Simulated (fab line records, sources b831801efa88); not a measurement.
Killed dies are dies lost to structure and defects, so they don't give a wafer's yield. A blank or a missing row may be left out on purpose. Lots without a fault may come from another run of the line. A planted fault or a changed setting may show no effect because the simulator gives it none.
fab line records | flow sky130
record lots=12 wafers=36 last_day=50
route steps=708 shown LI_CONTACT@365 LOCAL_INTERCONNECT@398 PAD_OPEN@708
lots that met no fault: from a run of the same line without faults
start_h: hours from the record's first day to the start of the lot's first wafer shown | wait_h: hours since the lot's step before | " the same as in the row above | L1.1+2: a row that stands for several wafers | - no value, or no start given | * or withheld: withheld | < > ~ a bound
route shown NAME@n: a module of which the file shows steps, and the number in the route of the first | usual: mean/standard deviation of fault-free wafers | same: alike in all rows | chamber/n: place in a boat | sites: the reading at each site | _std_site: their standard deviation | _edge_site: outer sites' mean less inner sites' | radius_mm: how far each site lies from the wafer's centre | mask NAME#n: copy n | behind: the tool/chamber that last shaped the wafer | hold: why the lot was held/for how many hours/how that ended | device: the transistor (n, p or np) that didn't switch | end of line: the same wafers' tests at the end of the route | a step without rows: its recipe alone | killed: dies lost to structure and defects at the first sort, not the wafer's yield | map: a wafer's dies, x killed, . not, _ none there
set.NAME: the setting as run; set.NAME@STEP: as run at that earlier step | model.NAME: the simulator's own value behind a step, which no gauge read
steps of the route over a sample of lots; a table a step, a row a wafer
services: from which hour (start_h, from the record's first day; less than 0 if before it) a tool's chamber was out of use, for how many hours, and why
## steps
# step SKY_LI_CONTACT_BOW_MEAS_03
# recipe mode=bow
# usual LI_CONTACT_BOW=55/6.1
# columns lot.wafer tool chamber start_h wait_h LI_CONTACT_BOW[um]
L167.2 film_metro-02 - 652.19 0.3 60
L167.3 " - " " 58
L167.6 " - " " 61
L172.1 film_metro-04 - 705.65 0.1 61
L172.2 " - " " 54
L172.3 " - " " 44
L174.1 film_metro-04 - 711.40 0.1 51
L174.2 " - " " 54
L174.5 " - " " 72
L177.1 film_metro-03 - 731.38 0.2 58
L177.3 " - " " 49
L177.4 " - " " 50
L179.2 film_metro-02 - 748.88 0.2 44
L179.5 " - " " 59
L179.6 " - " " 49
L183.1 film_metro-04 - 791.32 0.1 52
L183.2 " - " " 60
L183.4 " - " " 44
L181.2 film_metro-02 - 793.72 0.3 58
L181.4 " - " " 50
L181.5 " - " " 64
L184.1 film_metro-04 - 794.21 0.2 54
L184.3 " - " " 44
L184.5 " - " " 58
L185.3 film_metro-02 - 798.00 0.2 50
L185.4 " - " " 53
L185.6 " - " " 59
L186.1 film_metro-03 - 818.33 0.2 60
L186.5 " - " " 42
L186.6 " - " " 53
L187.1 film_metro-02 - 827.10 0.2 59
L187.2 " - " " 63
L187.4 " - " " 51
L188.1 film_metro-04 - 833.52 0.2 55
L188.2 " - " " 48
L188.3 " - " " 54
# step SKY_LI_CONTACT_ETCH_15
# recipe target=PSG chemistry=C4F8/O2/Ar stop_on=Si taper_deg=4.15 mask_material=KrF-thick source_w=1500 bias_w=1200 pressure_mtorr=40 c4f8_flow_sccm=withheld O2_flow_sccm=6 Ar_flow_sccm=300 time_s=withheld target_depth_a=6000
# usual oes_product_au=0.837/0.0045
# columns lot.wafer tool chamber start_h wait_h oes_product_au
L167.2 rie_diel-02 0 680.22 0.0 0.831
L167.3 " 1 " " 0.835
L167.6 " 1 " " 0.834
L172.1 rie_diel-02 0 733.38 0.0 0.843
L172.2 " 3 " " 0.843
L172.3 " 2 " " 0.838
L174.1 rie_diel-02 0 739.21 0.0 0.840
L174.2 " 1 " " 0.837
L174.5 " 2 " " 0.846
L177.1 rie_diel-02 1 758.76 0.0 0.826
L177.3 " 3 " " 0.837
L177.4 " 0 " " 0.833
L179.2 rie_diel-02 3 776.13 0.0 0.834
L179.5 " 1 " " 0.839
L179.6 " 2 " " 0.839
L183.1 rie_diel-02 2 817.93 0.0 0.841
L183.2 " 3 " " 0.832
L183.4 " 1 " " 0.842
L181.2 rie_diel-02 1 820.86 0.0 0.831
L181.4 " 3 " " 0.836
L181.5 " 2 " " 0.835
L184.1 rie_diel-01 0 821.21 0.0 0.837
L184.3 " 3 " " 0.835
L184.5 " 0 " " 0.830
L185.3 rie_diel-02 0 825.16 0.0 0.830
L185.4 " 1 " " 0.838
L185.6 " 3 " " 0.829
L186.1 rie_diel-02 3 843.28 0.0 0.838
L186.5 " 2 " " 0.837
L186.6 " 3 " " 0.830
L187.1 rie_diel-02 2 853.18 0.0 0.839
L187.2 " 3 " " 0.840
L187.4 " 1 " " 0.839
L188.1 rie_diel-02 2 858.98 0.0 0.835
L188.2 " 1 " " 0.839
L188.3 " 0 " " 0.841
# step SKY_LI_CONTACT_CVD_21
# recipe material=W target_thk_nm=400 time_s=120.56 temp_c=400 pressure_torr=40
# usual chamber_pressure_Torr=40.00/0.084 heater_power_w=884/110
# same time_s=120.56
# columns lot.wafer tool chamber start_h wait_h chamber_pressure_Torr heater_power_w
L167.2 cvd_w-02 1 680.78 0.1 39.86 994
L167.3 " 1 " " 40.10 991
L167.6 " 1 " " 39.92 1017
L172.1 cvd_w-02 0 733.90 0.0 36.14 940
L172.2 " 1 " " 36.10 988
L172.3 " 1 " " 36.20 982
L174.1 cvd_w-02 0 739.73 0.0 36.15 915
L174.2 " 1 " " 36.08 1019
L174.5 " 1 " " 36.04 1012
L177.1 cvd_w-01 0 759.28 0.0 40.04 717
L177.3 " 1 " " 40.08 808
L177.4 " 0 " " 39.94 726
L179.2 cvd_w-01 1 776.67 0.0 40.05 826
L179.5 " 1 " " 39.95 823
L179.6 " 0 " " 40.14 733
L183.1 cvd_w-02 0 818.45 0.0 40.03 927
L183.2 " 1 " " 40.11 1030
L183.4 " 1 " " 40.06 1017
L181.2 cvd_w-02 0 821.38 0.0 39.93 953
L181.4 " 1 " " 40.02 1004
L181.5 " 1 " " 40.04 985
L184.1 cvd_w-02 0 821.73 0.0 40.03 948
L184.3 " 1 " " 40.04 1018
L184.5 " 0 " " 39.96 930
L185.3 cvd_w-02 1 825.72 0.1 39.98 1017
L185.4 " 0 " " 40.16 936
L185.6 " 0 " " 39.89 929
L186.1 cvd_w-02 0 843.80 0.0 40.02 941
L186.5 " 0 " " 40.04 918
L186.6 " 1 " " 40.07 1024
L187.1 cvd_w-02 1 853.70 0.0 39.89 998
L187.2 " 0 " " 40.01 964
L187.4 " 0 " " 39.95 964
L188.1 cvd_w-01 0 859.50 0.0 39.89 730
L188.2 " 0 " " 39.94 759
L188.3 " 0 " " 40.13 729
# step SKY_LI_CONTACT_RS_MEAS_22
# recipe thk_meas_gauge=four-point-probe reads=W_of_LI_CONTACT_CVD_21+TiN_of_LI_CONTACT_SPUTTER_20+Ti_of_LI_CONTACT_SPUTTER_19
# usual LI_CONTACT_W_RS=0.2848/0.0026
# columns lot.wafer tool chamber start_h wait_h LI_CONTACT_W_RS[ohm/sq]
L167.2 film_metro-04 - 681.01 0.2 0.2884
L167.3 " - " " 0.2856
L167.6 " - " " 0.2882
L172.1 film_metro-04 - 734.02 0.1 0.2987
L172.2 " - " " 0.2990
L172.3 " - " " 0.3000
L174.1 film_metro-02 - 739.85 0.1 0.2970
L174.2 " - " " 0.2997
L174.5 " - " " 0.2949
L177.1 film_metro-02 - 759.40 0.1 0.2832
L177.3 " - " " 0.2853
L177.4 " - " " 0.2858
L179.2 film_metro-02 - 776.81 0.1 0.2799
L179.5 " - " " 0.2814
L179.6 " - " " 0.2818
L183.1 film_metro-02 - 818.57 0.1 0.2843
L183.2 " - " " 0.2851
L183.4 " - " " 0.2838
L181.2 film_metro-02 - 821.52 0.1 0.2828
L181.4 " - " " 0.2847
L181.5 " - " " 0.2829
L184.1 film_metro-03 - 821.85 0.1 0.2792
L184.3 " - " " 0.2814
L184.5 " - " " 0.2806
L185.3 film_metro-04 - 825.84 0.1 0.2884
L185.4 " - " " 0.2873
L185.6 " - " " 0.2875
L186.1 film_metro-03 - 843.93 0.1 0.2838
L186.5 " - " " 0.2798
L186.6 " - " " 0.2825
L187.1 film_metro-04 - 853.83 0.1 0.2849
L187.2 " - " " 0.2864
L187.4 " - " " 0.2840
L188.1 film_metro-04 - 859.75 0.2 0.2869
L188.2 " - " " 0.2849
L188.3 " - " " 0.2859
# step SKY_LI_CONTACT_THK_MEAS_23
# recipe thk_meas_gauge=xrf reads=W_of_LI_CONTACT_CVD_21
# usual LI_CONTACT_W_THK=413/7.4
# columns lot.wafer tool chamber start_h wait_h LI_CONTACT_W_THK[nm]
L167.2 film_metro-04 - 681.12 0.1 398
L167.3 " - " " 402
L167.6 " - " " 397
L172.1 film_metro-04 - 734.14 0.1 387
L172.2 " - " " 385
L172.3 " - " " 384
L174.1 film_metro-02 - 739.97 0.1 399
L174.2 " - " " 395
L174.5 " - " " 402
L177.1 film_metro-02 - 759.52 0.1 416
L177.3 " - " " 414
L177.4 " - " " 413
L179.2 film_metro-02 - 776.92 0.1 421
L179.5 " - " " 419
L179.6 " - " " 420
L183.1 film_metro-02 - 818.69 0.1 417
L183.2 " - " " 417
L183.4 " - " " 417
L181.2 film_metro-02 - 821.63 0.1 415
L181.4 " - " " 415
L181.5 " - " " 418
L184.1 film_metro-03 - 821.97 0.1 427
L184.3 " - " " 424
L184.5 " - " " 424
L185.3 film_metro-04 - 825.94 0.1 397
L185.4 " - " " 397
L185.6 " - " " 398
L186.1 film_metro-03 - 844.05 0.1 421
L186.5 " - " " 426
L186.6 " - " " 423
L187.1 film_metro-04 - 853.95 0.1 411
L187.2 " - " " 407
L187.4 " - " " 410
L188.1 film_metro-04 - 859.87 0.1 409
L188.2 " - " " 410
L188.3 " - " " 407
# step SKY_LOCAL_INTERCONNECT_CD_MEAS_11
# recipe target_cd_nm=170
# usual cd_nm=169.9/1.5
# columns lot.wafer tool chamber start_h wait_h cd_nm
L167.2 cd_sem-02 - 709.21 - 172.5
L167.3 " - " " 172.7
L167.6 " - " " 172.5
L172.1 cd_sem-01 - 762.26 - 171.0
L172.2 " - " " 171.0
L172.3 " - " " 171.8
L174.1 cd_sem-01 - 767.78 - 169.7
L174.2 " - " " 170.5
L174.5 " - " " 170.3
L177.1 cd_sem-02 - 786.18 - 169.1
L177.3 " - " " 169.6
L177.4 " - " " 170.5
L179.2 cd_sem-02 - 804.08 - 168.0
L179.5 " - " " 167.3
L179.6 " - " " 168.4
L183.1 cd_sem-01 - 844.96 - 171.9
L183.2 " - " " 172.2
L183.4 " - " " 173.1
L181.2 cd_sem-02 - 848.13 - 171.6
L181.4 " - " " 173.3
L181.5 " - " " 172.8
L184.1 cd_sem-01 - 848.19 - 170.1
L184.3 " - " " 169.3
L184.5 " - " " 169.2
L185.3 cd_sem-02 - 851.72 - 169.0
L185.4 " - " " 169.7
L185.6 " - " " 170.4
L186.1 cd_sem-01 - 870.31 - 171.3
L186.5 " - " " 170.3
L186.6 " - " " 170.1
L187.1 cd_sem-02 - 880.46 - 172.6
L187.2 " - " " 171.1
L187.4 " - " " 169.9
L188.1 cd_sem-01 - 886.14 - 167.5
L188.2 " - " " 169.3
L188.3 " - " " 168.1
# step SKY_PAD_OPEN_PROBE_99
# usual killed_at_M0_to_M3=44/7 killed_at_M4_up=3.0/1.9 killed_at_contacts=24/5.4 killed_at_front_end=15/4.6 killed_at_other=0.3/0.5 killed_dies=87/10 killed_open=47/7 killed_short=40/6.2
# same gross_dies=492 killed_at_back_side=0
# columns lot.wafer tool chamber start_h wait_h killed_at_M0_to_M3 killed_at_M4_up killed_at_contacts killed_at_front_end killed_at_other killed_dies killed_open killed_short
L172.1 prober-02 - 1117.46 0.1 42 3 22 10 0 77 39 38
L172.2 prober-02 - 1117.51 0.1 42 2 24 23 2 93 53 40
L172.3 prober-02 - 1117.56 0.2 48 4 20 19 0 91 49 42
L174.1 prober-02 - 1120.55 0.1 48 1 28 11 0 88 46 42
L174.2 prober-02 - 1120.60 0.1 49 3 23 20 1 96 62 34
L174.5 prober-02 - 1120.75 0.2 40 2 33 18 1 94 53 41
L177.1 prober-02 - 1131.05 0.1 41 3 22 17 0 83 45 38
L177.3 prober-02 - 1131.15 0.2 57 2 31 20 0 110 58 52
L177.4 prober-02 - 1131.20 0.2 48 1 31 15 1 96 50 46
L179.2 prober-01 - 1145.15 0.1 51 5 21 18 0 95 54 41
L179.5 prober-01 - 1145.30 0.2 37 5 24 12 0 78 42 36
L179.6 prober-01 - 1145.35 0.2 51 5 28 17 0 101 53 48
L183.1 prober-02 - 1174.84 0.1 34 1 24 14 0 73 40 33
L183.2 prober-02 - 1174.89 0.1 38 2 20 13 0 73 42 31
L183.4 prober-02 - 1174.99 0.2 39 1 27 13 0 80 41 39
L181.2 prober-01 - 1178.85 0.1 34 5 20 9 0 68 35 33
L181.4 prober-01 - 1178.95 0.2 42 6 29 20 0 97 56 41
L181.5 prober-01 - 1179.00 0.2 39 4 20 11 0 74 45 29
# killed by level:class
L172.1 VIA2:geometric_particle:open=9 LOCAL_INTERCONNECT:geometric_particle:short=7 VIA3:geometric_particle:open=7 LI_CONTACT:geometric_particle:open=6 METAL1:geometric_particle:short=5 CONTACT:geometric_particle:open=4 VIA1:geometric_particle:short=4 VIA1:geometric_particle:open=4
L172.2 VIA3:geometric_particle:open=11 VIA1:geometric_particle:open=9 FIELD_ISO:geometric_particle:short=6 POLY_GATE:geometric_particle:short=6 LI_CONTACT:geometric_particle:open=6 FIELD_ISO:geometric_particle:open=5 CONTACT:geometric_particle:open=5 LOCAL_INTERCONNECT:geometric_particle:short=5
L172.3 VIA1:geometric_particle:open=11 METAL1:geometric_particle:short=11 CONTACT:geometric_particle:open=8 FIELD_ISO:geometric_particle:open=7 VIA2:geometric_particle:short=6 VIA3:geometric_particle:short=6 LI_CONTACT:geometric_particle:open=5 POLY_GATE:geometric_particle:short=4
L174.1 LI_CONTACT:geometric_particle:open=12 VIA2:geometric_particle:open=11 METAL1:geometric_particle:short=9 LOCAL_INTERCONNECT:geometric_particle:short=7 VIA1:geometric_particle:open=5 VIA2:geometric_particle:short=5 CONTACT:geometric_particle:open=4 VIA3:geometric_particle:open=4
L174.2 VIA2:geometric_particle:open=13 CONTACT:geometric_particle:open=10 VIA3:geometric_particle:open=6 LI_CONTACT:geometric_particle:open=6 VIA1:geometric_particle:open=6 FIELD_ISO:geometric_particle:short=5 POLY_GATE:geometric_particle:open=5 VIA1:geometric_particle:short=5
L174.5 CONTACT:geometric_particle:open=15 LI_CONTACT:geometric_particle:open=7 VIA2:geometric_particle:open=7 VIA1:geometric_particle:open=7 VIA3:geometric_particle:open=6 POLY_GATE:geometric_particle:short=5 CONTACT:geometric_particle:short=5 FIELD_ISO:geometric_particle:short=4
L177.1 VIA1:geometric_particle:open=10 CONTACT:geometric_particle:open=9 FIELD_ISO:geometric_particle:open=7 VIA1:geometric_particle:short=6 LI_CONTACT:geometric_particle:open=5 VIA2:geometric_particle:open=5 FIELD_ISO:geometric_particle:short=4 METAL1:geometric_particle:short=4
L177.3 VIA1:geometric_particle:open=16 CONTACT:geometric_particle:open=14 METAL1:geometric_particle:short=8 CONTACT:geometric_particle:short=7 POLY_GATE:geometric_particle:open=6 VIA2:geometric_particle:short=6 LI_CONTACT:geometric_particle:open=6 VIA1:geometric_particle:short=6
L177.4 LI_CONTACT:geometric_particle:open=10 VIA1:geometric_particle:open=10 CONTACT:geometric_particle:open=9 VIA1:geometric_particle:short=9 CONTACT:geometric_particle:short=7 VIA3:geometric_particle:open=7 METAL2:geometric_particle:short=6 FIELD_ISO:geometric_particle:short=5
L179.2 VIA1:geometric_particle:open=15 CONTACT:geometric_particle:open=11 VIA3:geometric_particle:open=7 FIELD_ISO:geometric_particle:short=6 FIELD_ISO:geometric_particle:open=6 VIA1:geometric_particle:short=6 CONTACT:geometric_particle:short=5 METAL3:geometric_particle:short=5
L179.5 VIA2:geometric_particle:open=10 CONTACT:geometric_particle:open=10 METAL1:geometric_particle:short=7 CONTACT:geometric_particle:short=6 FIELD_ISO:geometric_particle:open=5 METAL2:geometric_particle:short=5 VIA1:geometric_particle:open=5 METAL4:geometric_particle:short=4
L179.6 VIA1:geometric_particle:open=17 METAL1:geometric_particle:short=12 VIA3:geometric_particle:open=10 CONTACT:geometric_particle:short=9 CONTACT:geometric_particle:open=6 VIA1:geometric_particle:short=6 FIELD_ISO:geometric_particle:open=4 FIELD_ISO:geometric_particle:short=4
L183.1 VIA1:geometric_particle:open=12 LI_CONTACT:geometric_particle:open=8 METAL2:geometric_particle:short=7 CONTACT:geometric_particle:open=5 LOCAL_INTERCONNECT:geometric_particle:short=5 VIA2:geometric_particle:open=5 FIELD_ISO:geometric_particle:open=4 LI_CONTACT:geometric_particle:short=4
L183.2 CONTACT:geometric_particle:open=12 METAL2:geometric_particle:short=8 VIA1:geometric_particle:open=7 FIELD_ISO:geometric_particle:open=6 METAL1:geometric_particle:short=6 FIELD_ISO:geometric_particle:short=3 LI_CONTACT:geometric_particle:open=3 METAL1:geometric_particle:open=3
L183.4 VIA1:geometric_particle:open=10 CONTACT:geometric_particle:open=9 CONTACT:geometric_particle:short=8 VIA2:geometric_particle:open=5 POLY_GATE:geometric_particle:short=4 LI_CONTACT:geometric_particle:open=4 LOCAL_INTERCONNECT:geometric_particle:short=4 VIA1:geometric_particle:short=4
L181.2 CONTACT:geometric_particle:open=7 LI_CONTACT:geometric_particle:open=7 VIA1:geometric_particle:open=7 VIA1:geometric_particle:short=6 METAL2:geometric_particle:short=5 POLY_GATE:geometric_particle:open=4 METAL1:geometric_particle:short=4 METAL3:geometric_particle:short=4
L181.4 VIA1:geometric_particle:open=18 CONTACT:geometric_particle:open=9 VIA3:geometric_particle:open=8 LOCAL_INTERCONNECT:geometric_particle:short=6 LI_CONTACT:geometric_particle:open=5 VIA1:geometric_particle:short=5 CONTACT:geometric_particle:short=5 FIELD_ISO:geometric_particle:short=4
L181.5 VIA1:geometric_particle:open=13 LI_CONTACT:geometric_particle:open=8 CONTACT:geometric_particle:open=7 VIA2:geometric_particle:open=7 POLY_GATE:geometric_particle:open=4 METAL1:geometric_particle:short=4 VIA1:geometric_particle:short=4 METAL2:geometric_particle:short=4
## services
# columns tool chamber start_h hours kind
cvd_w-02 0 677.18 14.5 repair
rie_diel-02 2 678.01 7.1 repair
rie_diel-01 0 680.37 35.0 repair
cvd_w-01 1 723.32 1.3 repair
rie_diel-02 - 745.81 1.6 repair
cvd_w-02 - 763.15 1.0 repair
cvd_w-01 - 767.40 6.0 pm
cvd_w-02 - 768.61 1.1 repair
rie_diel-02 3 787.06 5.5 repair
cvd_w-02 0 796.97 12.4 repair
cvd_w-01 - 819.98 6.9 pm
cvd_w-02 - 827.54 2.8 pm
rie_diel-01 3 834.67 - clean
rie_diel-01 3 834.67 19.0 scheduled_down
rie_diel-01 3 834.67 19.0 vent_cycle
rie_diel-01 - 837.49 0.2 repair
cvd_w-01 1 858.83 10.6 repair
## key
first_sign step=SKY_LI_CONTACT_CVD_21 reading=chamber_pressure_Torr direction=down sigmas=46 usual=40.00 struck=36.12
effect step=SKY_LI_CONTACT_RS_MEAS_22 reading=LI_CONTACT_W_RS direction=up sigmas=5.1 usual=0.2848 struck=0.2982
effect step=SKY_LI_CONTACT_THK_MEAS_23 reading=LI_CONTACT_W_THK direction=down sigmas=2.8 usual=413 struck=392
met_at SKY_LI_CONTACT_CVD_21
struck_lots L172,L174
tester_left_out L172,L174
not_acting_at SKY_LI_CONTACT_BOW_MEAS_03,SKY_LI_CONTACT_ETCH_15,SKY_LOCAL_INTERCONNECT_CD_MEAS_11
onset_between 680.78 733.90
fault kind=process_parameter_drift tool=cvd_w-02 chamber=- onset_h=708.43 steps=SKY_LI_CONTACT_CVD_21 channel=pressure_torr offset=-3.8534 shape=step end_h=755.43 acts_in=these_recipes_only stated=40
# tester_left_out: of these lots the tester's yield and bins aren't shown, on N5 and GAA mostly nor the transistor test; their killed dies are dies lost to structure and defects alone, not to doping, threshold or leakage, so they don't give the yield
